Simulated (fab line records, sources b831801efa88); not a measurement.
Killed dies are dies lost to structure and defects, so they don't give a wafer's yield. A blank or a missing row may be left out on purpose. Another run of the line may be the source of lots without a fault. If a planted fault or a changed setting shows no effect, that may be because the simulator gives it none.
Which tool did it?	flow sky130	21 wafers from 7 lots sampled at 3 of the route's 708 steps

WHAT EACH GAUGE READ, for each wafer
SKY_VIA4_THK_MEAS_01.
lot	measured	on	VIA4_HDPCVD_THK (nm)
L337	day 41 21:12	film_metro-01	1725 1681 1720
L339	day 42 15:41	film_metro-02	1689 1712 1684
L344	day 44 16:30	film_metro-01	1717 1692 1674
L348	day 45 05:17	film_metro-03	1682 1702 1662
L351	day 45 18:55	film_metro-02	1659 1674 1659
L354	day 46 09:31	film_metro-02	1694 1691 1697
L358	day 47 05:36	film_metro-02	1695 1684 1678

WHICH TOOL RAN EACH LOT (tool, then ch and the chambers of the sampled wafers, then the start)
lot	SKY_RES_PROTECT_EXPOSE_04	SKY_METAL4_DESCUM_15
L337	iline_stepper-02 ch 0, day 14 19:55	rie_metal-02 ch 0,1, day 41 20:02
L339	iline_stepper-01 ch 0, day 15 13:23	rie_metal-02 ch 0,1, day 42 14:30
L344	iline_stepper-01 ch 0, day 17 21:56	rie_metal-03 ch 0,1, day 44 15:23
L348	iline_stepper-02 ch 0, day 18 23:37	rie_metal-03 ch 0,1, day 45 04:11
L351	iline_stepper-01 ch 0, day 19 17:57	rie_metal-01 ch 0,1, day 45 17:48
L354	iline_stepper-01 ch 0, day 20 19:44	rie_metal-02 ch 0,1, day 46 08:23
L358	iline_stepper-01 ch 0, day 22 03:11	rie_metal-02 ch 0,1, day 47 04:29
- SKY_RES_PROTECT_EXPOSE_04: exposes mask RPM, target cd 1270 nm.
- SKY_METAL4_DESCUM_15: chemistry O2, time 8 s.

THE ANSWER, worked out from the rows above alone
Rule: the usual values come from the lots themselves. The widest of any qualifying gaps counts: lots, ordered by their means at a reading, are off when they make up no more than a third of the lots, leave a main group of 4 or more, and stand apart from it by 3 or more times the standard deviation of that group's means. A main group is skipped when, at the precision printed for the reading in the tables above, its means are all equal. Also off: a lot with no number at a reading for which 4 or more lots have one. Where the step has rows for the other lots, those lots are counted as sound.
Nothing can be told from this: no lot is off at any reading shown.

WHAT THE SIMULATOR HAD PUT IN
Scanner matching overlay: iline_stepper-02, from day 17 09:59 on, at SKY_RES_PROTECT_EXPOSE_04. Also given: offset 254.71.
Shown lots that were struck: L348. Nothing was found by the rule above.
